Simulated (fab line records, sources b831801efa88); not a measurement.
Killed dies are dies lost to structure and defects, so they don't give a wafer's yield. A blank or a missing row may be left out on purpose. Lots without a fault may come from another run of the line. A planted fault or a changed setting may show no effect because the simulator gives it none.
fab line records | flow gf180mcu
record lots=6 wafers=18 last_day=33
route steps=602 shown SAB@269 SALICIDE@278
lots that met no fault: from a run of the same line without faults
start_h: hours from the record's first day to the start of the lot's first wafer shown | wait_h: hours since the lot's step before | " the same as in the row above | L1.1+2: a row that stands for several wafers | - no value, or no start given | * or withheld: withheld | < > ~ a bound
route shown NAME@n: a module of which the file shows steps, and the number in the route of the first | usual: mean/standard deviation of fault-free wafers | same: alike in all rows | chamber/n: place in a boat | sites: the reading at each site | _std_site: their standard deviation | _edge_site: outer sites' mean less inner sites' | radius_mm: how far each site lies from the wafer's centre | mask NAME#n: copy n | behind: the tool/chamber that last shaped the wafer | hold: why the lot was held/for how many hours/how that ended | device: the transistor (n, p or np) that didn't switch | end of line: the same wafers' tests at the end of the route | a step without rows: its recipe alone | killed: dies lost to structure and defects at the first sort, not the wafer's yield | map: a wafer's dies, x killed, . not, _ none there
set.NAME: the setting as run; set.NAME@STEP: as run at that earlier step | model.NAME: the simulator's own value behind a step, which no gauge read
lots at some steps of the route; a table a step, a row a wafer
services: from which hour (start_h, from the record's first day; less than 0 if before it) a tool's chamber was out of use, for how many hours, and why
## steps
# step GF_SAB_SOFTBAKE_05
# recipe temp_c=90 time_s=60 resist=NOVOLAK
# step GF_SAB_EXPOSE_06
# recipe mask_id=SAB target_cd_nm=420 na=0.6 source_shape=conventional sigma_outer=0.6 dose_mj=140
# step GF_SAB_PEB_07
# recipe temp_c=withheld time_s=* resist=NOVOLAK
# step GF_SAB_DEVELOP_08
# recipe develop_time_s=60 dev_temp_c=23
# step GF_SAB_CD_MEAS_09
# recipe target_cd_nm=420
# usual cd_nm=419.5/2.6
# columns lot.wafer tool chamber start_h wait_h cd_nm
L433.2 cd_sem-01 - 376.18 0.1 417.1
L433.3 " - " " 416.8
L433.6 " - " " 418.8
L435.3 cd_sem-01 - 393.69 0.1 423.2
L435.4 " - " " 425.2
L435.5 " - " " 422.8
L436.1 cd_sem-01 - 403.56 0.1 416.7
L436.4 " - " " 417.5
L436.6 " - " " 418.8
L439.4 cd_sem-02 - 428.66 0.1 415.6
L439.5 " - " " 415.7
L439.6 " - " " 413.5
L444.1 cd_sem-01 - 470.07 0.1 420.1
L444.4 " - " " 420.0
L444.6 " - " " 420.2
L445.4 cd_sem-01 - 492.08 0.1 423.5
L445.5 " - " " 422.0
L445.6 " - " " 422.5
# step GF_SAB_OVL_MEAS_10
# usual SAB_OVL=-0.5/1.5
# columns lot.wafer tool chamber start_h wait_h SAB_OVL[nm]
L433.2 overlay-02 - 376.28 0.1 -0.1
L433.3 " - " " 1.4
L433.6 " - " " 0.9
L435.3 overlay-02 - 393.78 0.1 0.0
L435.4 " - " " 0.6
L435.5 " - " " -0.2
L436.1 overlay-01 - 403.68 0.1 -1.5
L436.4 " - " " 0.0
L436.6 " - " " 0.5
L439.4 overlay-02 - 428.73 0.1 -2.1
L439.5 " - " " 0.3
L439.6 " - " " -0.7
L444.1 overlay-01 - 470.19 0.1 -2.0
L444.4 " - " " -3.1
L444.6 " - " " -0.4
L445.4 overlay-02 - 492.16 0.1 0.6
L445.5 " - " " -1.3
L445.6 " - " " -3.6
# step GF_SAB_ETCH_11
# recipe chemistry=C4F8/O2/Ar mask_material=NOVOLAK target=SiO2 target_depth_nm=55 source_w=1500 bias_w=1200 pressure_mtorr=40 c4f8_flow_sccm=withheld O2_flow_sccm=6 Ar_flow_sccm=300 time_s=8.5
# usual oes_product_au=1.002/0.012
# columns lot.wafer tool chamber start_h wait_h oes_product_au rf_hours_counter_h
L433.2 rie_diel-04 1 376.31 0.0 1.008 4
L433.3 " 2 " " 1.018 12
L433.6 " 0 " " 1.004 -
L435.3 rie_diel-02 0 393.80 0.0 0.987 15
L435.4 " 1 " " 0.978 99
L435.5 " 2 " " 1.013 -
L436.1 rie_diel-04 3 403.71 0.0 1.011 11
L436.4 " 0 " " 1.016 35
L436.6 " 1 " " 1.009 -
L439.4 rie_diel-01 0 428.75 0.0 0.982 5
L439.5 " 2 " " 0.994 -
L439.6 " 3 " " 1.010 -
L444.1 rie_diel-01 2 470.23 0.0 1.001 1
L444.4 " 1 " " 1.000 7
L444.6 " 3 " " 1.008 -
L445.4 rie_diel-01 3 492.18 0.0 0.996 29
L445.5 " 2 " " 0.999 -
L445.6 " 3 " " 0.999 -
# step GF_SAB_WET_ETCH_12
# recipe chemistry=dHF target_depth_nm=22 dry=n2_spin target=SiO2 temp_c=25 dilution=100:1 time_s=440
# step GF_SAB_STRIP_13
# recipe chemistry=O2/N2 power_w=1400 pressure_mtorr=1500 platen_temp_c=250 o2_flow_sccm=3000 n2_flow_sccm=300 overash_fraction=0.5
# usual drypump_motor_current_A=5.8/0.46 heater_power_w=318/21 n2_flow_sccm=299.9/0.97 oes_product_au=0.709/0.0044 strip_time_to_endpoint_s=12.61/0.046
# columns lot.wafer tool chamber start_h wait_h drypump_motor_current_A heater_power_w n2_flow_sccm oes_product_au rf_hours_counter_h strip_time_to_endpoint_s
L433.2 plasma_asher-04 1 376.47 0.0 6.0 341 300.5 0.712 73 12.56
L433.3 " 0 " " 5.8 307 299.7 0.718 - 12.58
L433.6 " 1 " " 6.0 336 300.6 0.711 - 12.56
L435.3 plasma_asher-04 1 393.99 0.0 6.0 343 301.2 0.709 - 12.69
L435.4 " 0 " " 5.8 313 302.9 0.709 - 12.66
L435.5 " 1 " " 6.0 330 301.2 0.714 - 12.65
L436.1 plasma_asher-03 1 403.87 0.0 5.1 278 301.1 0.707 74 12.53
L436.4 " 1 " " 5.1 278 298.8 0.712 - 12.58
L436.6 " 0 " " 5.8 349 299.1 0.707 - 12.58
L439.4 plasma_asher-02 1 428.94 0.0 6.6 296 300.4 0.717 - 12.57
L439.5 " 0 " " 5.3 321 300.1 0.705 - 12.51
L439.6 " 1 " " 6.6 299 299.8 0.714 - 12.50
L444.1 plasma_asher-04 0 470.39 0.0 5.8 314 299.8 0.709 4 12.61
L444.4 " 1 " " 6.0 336 300.2 0.702 - 12.59
L444.6 " 0 " " 5.8 306 300.4 0.712 - 12.59
L445.4 plasma_asher-02 1 492.37 0.0 6.6 301 300.5 0.710 - 12.61
L445.5 " 0 " " 5.3 312 300.6 0.702 - 12.59
L445.6 " 1 " " 6.6 296 298.4 0.707 - 12.63
# step GF_SALICIDE_CLEAN_00
# recipe chemistry=SC1/SC2 mix=1:4:20 temp_c=70 time_s=150
# step GF_SALICIDE_WET_ETCH_01
# recipe chemistry=dHF target_depth_nm=5 dry=ipa_marangoni target=SiO2 temp_c=25 dilution=100:1 time_s=100
# step GF_SALICIDE_SPUTTER_02
# recipe material=Co target_thk_nm=10 power_w=1000 time_s=20 chamber_pressure_pa=0.4
# usual throttle_valve_pct=29.9/1.1
# columns lot.wafer tool chamber start_h wait_h throttle_valve_pct
L433.2 pvd_sputter-01 - 376.65 0.0 28.8
L433.3 " - " " 29.2
L433.6 " - " " 29.7
L435.3 pvd_sputter-01 - 394.14 0.0 28.9
L435.4 " - " " 29.4
L435.5 " - " " 28.5
L436.1 pvd_sputter-01 - 404.05 0.0 29.5
L436.4 " - " " 30.7
L436.6 " - " " 30.9
L439.4 pvd_sputter-03 - 429.15 0.0 32.0
L439.5 " - " " 28.9
L439.6 " - " " 28.7
L444.1 pvd_sputter-02 - 470.58 0.0 30.9
L444.4 " - " " 28.9
L444.6 " - " " 30.9
L445.4 pvd_sputter-01 - 492.52 0.0 28.6
L445.5 " - " " 29.6
L445.6 " - " " 30.9
# step GF_SALICIDE_SPUTTER_03
# recipe material=TiN target_thk_nm=20 power_w=6500 time_s=16.7 chamber_pressure_pa=0.4
# usual throttle_valve_pct=29.9/1.1
# columns lot.wafer tool chamber start_h wait_h throttle_valve_pct model.TiN_of_SALICIDE_SPUTTER_03.thk_nm
L433.2 pvd_sputter-01 - 376.68 0.0 28.7 20.3
L433.3 " - " " 29.7 20.4
L433.6 " - " " 29.6 20.62
L435.3 pvd_sputter-01 - 394.17 0.0 28.8 36.07
L435.4 " - " " 29.6 36.23
L435.5 " - " " 28.8 20.19
L436.1 pvd_sputter-01 - 404.08 0.0 29.6 36.28
L436.4 " - " " 30.8 36.33
L436.6 " - " " 30.9 20.4
L439.4 pvd_sputter-03 - 429.18 0.0 31.8 19.51
L439.5 " - " " 28.5 20.14
L439.6 " - " " 29.4 20.03
L444.1 pvd_sputter-02 - 470.61 0.0 30.7 20.05
L444.4 " - " " 29.1 20.2
L444.6 " - " " 30.5 19.9
L445.4 pvd_sputter-01 - 492.55 0.0 28.5 20.1
L445.5 " - " " 30.0 20.42
L445.6 " - " " 31.1 20.53
# step GF_SALICIDE_RS_MEAS_04
# recipe thk_meas_gauge=four-point-probe reads=TiN_of_SALICIDE_SPUTTER_03+Co_of_SALICIDE_SPUTTER_02
# usual SALICIDE_TIN_RS=16.3/0.35
# columns lot.wafer tool chamber start_h wait_h SALICIDE_TIN_RS[ohm/sq]
L433.2 film_metro-02 - 376.73 0.0 16.3
L433.3 " - " " 15.9
L433.6 " - " " 16.2
L435.3 film_metro-03 - 394.24 0.1 12.8
L435.4 " - " " 12.4
L435.5 " - " " 16.7
L436.1 film_metro-02 - 404.11 0.0 12.4
L436.4 " - " " 12.4
L436.6 " - " " 16.1
L439.4 film_metro-01 - 429.26 0.1 16.7
L439.5 " - " " 15.8
L439.6 " - " " 16.6
L444.1 film_metro-01 - 470.63 0.0 16.0
L444.4 " - " " 16.0
L444.6 " - " " 16.1
L445.4 film_metro-01 - 492.64 0.1 16.5
L445.5 " - " " 16.4
L445.6 " - " " 16.3
# step GF_SALICIDE_THK_MEAS_05
# recipe thk_meas_gauge=xrf reads=TiN_of_SALICIDE_SPUTTER_03
# usual SALICIDE_TIN_THK=20.3/0.32
# columns lot.wafer tool chamber start_h wait_h SALICIDE_TIN_THK[nm]
L433.2 film_metro-02 - 376.84 0.1 20.5
L433.3 " - " " 20.6
L433.6 " - " " 20.8
L435.3 film_metro-03 - 394.34 0.1 36.0
L435.4 " - " " 36.2
L435.5 " - " " 20.1
L436.1 film_metro-02 - 404.23 0.1 36.8
L436.4 " - " " 36.8
L436.6 " - " " 20.6
L439.4 film_metro-01 - 429.35 0.1 19.8
L439.5 " - " " 20.5
L439.6 " - " " 20.3
L444.1 film_metro-01 - 470.75 0.1 20.3
L444.4 " - " " 20.4
L444.6 " - " " 20.2
L445.4 film_metro-01 - 492.73 0.1 20.3
L445.5 " - " " 20.6
L445.6 " - " " 20.7
# step GF_SALICIDE_RTA_06
# recipe temp_c=530 time_s=30 ambient=N2
# usual lamp_power_pct=5.59/0.14 wafer_temp_C_max=533.1/1.4
# columns lot.wafer tool chamber start_h wait_h lamp_power_pct wafer_temp_C_max
L433.2 rtp_anneal-02 0 376.90 0.1 5.44 535.6
L433.3 " 0 " " 5.44 534.8
L433.6 " 0 " " 5.45 535.6
L435.3 rtp_anneal-02 0 394.41 0.1 5.44 534.1
L435.4 " 0 " " 5.44 534.0
L435.5 " 0 " " 5.44 534.1
L436.1 rtp_anneal-02 0 404.29 0.1 5.43 534.9
L436.4 " 0 " " 5.45 535.0
L436.6 " 0 " " 5.44 533.5
L439.4 rtp_anneal-02 0 429.43 0.1 5.44 533.3
L439.5 " 0 " " 5.44 533.2
L439.6 " 0 " " 5.44 534.1
L444.1 rtp_anneal-01 0 470.81 0.1 5.73 532.3
L444.4 " 0 " " 5.72 531.6
L444.6 " 0 " " 5.72 532.6
L445.4 rtp_anneal-01 0 492.81 0.1 5.72 531.6
L445.5 " 0 " " 5.72 531.5
L445.6 " 0 " " 5.72 532.1
## services
# columns tool chamber start_h hours kind
pvd_sputter-02 0 362.75 - consumable_replace:kit
pvd_sputter-02 0 362.75 18.0 scheduled_down
pvd_sputter-02 0 362.75 18.0 vent_cycle
plasma_asher-02 - 380.65 1.8 repair
rie_diel-02 1 380.89 2.8 repair
rie_diel-01 0 384.87 2.6 repair
rie_diel-01 2 399.54 - clean
rie_diel-01 2 399.54 17.4 scheduled_down
rie_diel-01 2 399.54 17.4 vent_cycle
pvd_sputter-03 - 407.24 5.0 repair
plasma_asher-04 - 421.25 9.0 pm
plasma_asher-04 0 421.25 9.0 vent_cycle
plasma_asher-04 1 421.25 9.0 vent_cycle
pvd_sputter-02 - 427.91 0.9 repair
plasma_asher-04 0 430.25 - clean
plasma_asher-04 1 430.25 - clean
plasma_asher-03 - 440.06 8.3 repair
rie_diel-04 - 446.03 0.3 repair
rtp_anneal-02 - 446.46 5.2 pm
rie_diel-04 0 461.29 3.6 repair
rie_diel-02 3 462.80 58.8 repair
pvd_sputter-02 - 463.98 2.9 repair
pvd_sputter-02 - 488.11 0.9 repair
rie_diel-02 0 488.85 4.8 repair
## key
first_sign step=GF_SALICIDE_RS_MEAS_04 reading=SALICIDE_TIN_RS direction=down sigmas=11 usual=16.3 struck=12.5
effect step=GF_SALICIDE_THK_MEAS_05 reading=SALICIDE_TIN_THK direction=up sigmas=51 usual=20.3 struck=36.4
model_effect step=GF_SALICIDE_SPUTTER_03 value=TiN_of_SALICIDE_SPUTTER_03.thk_nm without=20.15 struck=36.23
met_at GF_SALICIDE_SPUTTER_03
struck_wafers L435.3,L435.4,L436.1,L436.4
tester_left_out L435,L436
onset_between 376.68 394.17
fault kind=process_parameter_drift tool=pvd_sputter-01 chamber=- onset_h=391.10 steps=GF_SALICIDE_SPUTTER_03 channel=target_thk_nm offset=16.083 shape=step end_h=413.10 scope=struck_wafers_only acts_in=these_recipes_only stated=20
# tester_left_out: of these lots the tester's yield and bins aren't shown, on N5 and GAA mostly nor the transistor test; their killed dies are dies lost to structure and defects alone, not to doping, threshold or leakage, so they don't give the yield
